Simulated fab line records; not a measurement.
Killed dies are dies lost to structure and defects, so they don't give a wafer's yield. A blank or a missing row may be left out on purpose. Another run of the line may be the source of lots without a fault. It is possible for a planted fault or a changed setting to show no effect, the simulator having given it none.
A lot that was struck, set against a sound lot | flow sky130 | 17 steps out of a route of 708
Sound: these wafers, L648.2, L648.3, L648.5. Wafers struck: L658.2, L658.4. The cause is named last.
For every step that has rows: the tool of each side, followed by ch and its chambers, followed by its first start. Under that, the readings that differ: sound wafers | struck wafers | difference of the means | sigmas: that difference in standard deviations of wafers without a fault.
alike: same words and numbers on both sides, and readings whose means sit less than 2 such deviations apart. not compared: any withheld reading, any reading some wafer has no value for, any bound like >300 that may hide the same value, and any number with overlapping values for which the record gives no deviation.
The two part at a step that has a row with sigmas, a row that says differs or no value, or rows on one side only. Numbers that don't overlap but have no deviation are shown without sigmas and don't part them. Lack of a reading on every wafer of one side parts them only where that side has two or more wafers.

SKY_VT_ADJUST_LVTN_OVL_MEAS_07:
  sound on overlay-01 at day 8 13:23; struck on overlay-02 at day 11 09:35
  alike: VT_ADJUST_LVTN_OVL
after that, 1 step had no rows for these wafers: SKY_VT_ADJUST_LVTN_IMPLANT_08.
SKY_VT_ADJUST_LVTN_STRIP_09: strips in O2/N2.
  sound on plasma-asher-04 ch 0,1, day 8 13:34; struck on plasma-asher-02 ch 0,1, day 11 09:46
  alike: drypump-motor-current-A, oes-product-au, strip-time-to-endpoint-s
  not compared: rf-hours-counter-h
SKY_VT_ADJUST_LVTN_TW_MEAS_10:
  sound on film-metro-03 at day 8 13:41; struck on film-metro-02 at day 11 09:53
  alike: VT_ADJUST_LVTN_TW
then, 7 steps without rows for these wafers: SKY_VT_ADJUST_LVTN_DEHYDRATE_11 (time 60 s); SKY_VT_ADJUST_LVTN_HMDS_12 (prime time 60 s); SKY_VT_ADJUST_LVTN_COAT_13 (resist thk 1140 nm); SKY_VT_ADJUST_LVTN_SOFTBAKE_14 (time 60 s); SKY_VT_ADJUST_LVTN_EXPOSE_15 (exposes mask HVN STD DERIVED, target cd 600 nm); SKY_VT_ADJUST_LVTN_PEB_16; SKY_VT_ADJUST_LVTN_DEVELOP_17 (develop time 60 s).
SKY_VT_ADJUST_LVTN_OVL_MEAS_18:
  sound on overlay-02 at day 9 11:32; struck on overlay-02 at day 12 09:56
  alike: VT_ADJUST_LVTN_01_OVL
SKY_VT_ADJUST_LVTN_IMPLANT_19:
  sound on implanter-04 ch 0, day 9 11:36; struck on implanter-04 ch 0, day 12 10:00
  reading            | sound           | struck      | difference | sigmas
  beam-on-s (s)      | 9.95 10.02 9.93 | 14.17 14.28 | +4.26      | +21
  faraday-current-uA | 3.68 3.66 3.68  | 2.58 2.58   | -1.09      | -15
SKY_VT_ADJUST_LVTN_STRIP_20: strips in O2/N2.
  sound on plasma-asher-01 ch 0,1, day 9 11:43; struck on plasma-asher-01 ch 0,1, day 12 10:07
  alike: drypump-motor-current-A, oes-product-au, strip-time-to-endpoint-s
  not compared: rf-hours-counter-h
SKY_VT_ADJUST_LVTN_TW_MEAS_21:
  sound on film-metro-02 at day 9 11:50; struck on film-metro-03 at day 12 10:14
  reading             | sound             | struck      | difference | sigmas
  VT_ADJUST_LVTN_2_TW | 185.9 185.8 184.5 | 206.5 206.6 | +21.2      | +10
then, 1 step without rows for these wafers: SKY_VT_ADJUST_NCORE_DEHYDRATE_00 (time 60 s).
-- the record jumps here: 37 days lie between the struck wafers' starts before and after (it left off in module VT_ADJUST_NCORE and takes up again in module PAD_OPEN, whose first step shown is number 708 of the route) --
SKY_PAD_OPEN_PROBE_99:
  sound on prober-02 at day 47 10:53; struck on prober-02 at day 49 18:02
  reading                                    | sound                | struck        | difference | sigmas
  model.etest.res-pwell-under-gate.rs-ohm-sq | 2314 2312 2311       | 2250 2271     | -52        |
  model.etest.nfet-g5v0d10v5.body-rise-v (V) | 0.6662 0.6737 0.6738 | 0.7001 0.7038 | +0.0307    |
  model.etest.nfet_16v.body-rise-v (V)       | 0.6583 0.6636 0.6681 | 0.6922 0.6957 | +0.0306    |
  model.etest.nfet-g5v0d10v5.vt-sat-v (V)    | 0.7628 0.7511 0.7618 | 0.7955 0.8069 | +0.0426    |
  model.etest.nfet-g5v0d10v5.vt-v (V)        | 0.8163 0.8083 0.815  | 0.8435 0.8545 | +0.0358    |
  model.etest.nfet_16v.vt-v (V)              | 0.7512 0.7533 0.7571 | 0.7739 0.7827 | +0.0244    |
  model.etest.nfet-g5v0d10v5.vt-long-v (V)   | 0.7971 0.7999 0.8001 | 0.821 0.8269  | +0.025     |
  alike: killed_at_M0_to_M3, killed_at_M4_up, killed-at-contacts, killed-at-front-end, killed-at-other, killed-dies, killed-open, killed-short

WHERE THEY PART
Last at SKY_VT_ADJUST_LVTN_TW_MEAS_21 as far as this record goes, first at SKY_VT_ADJUST_LVTN_IMPLANT_19. Later steps at which nothing parts them and some readings are alike: SKY_PAD_OPEN_PROBE_99.

WHY: what had been put in by the simulator
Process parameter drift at SKY_VT_ADJUST_LVTN_IMPLANT_19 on implanter-04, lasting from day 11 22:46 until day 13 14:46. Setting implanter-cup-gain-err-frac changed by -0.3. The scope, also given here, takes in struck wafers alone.
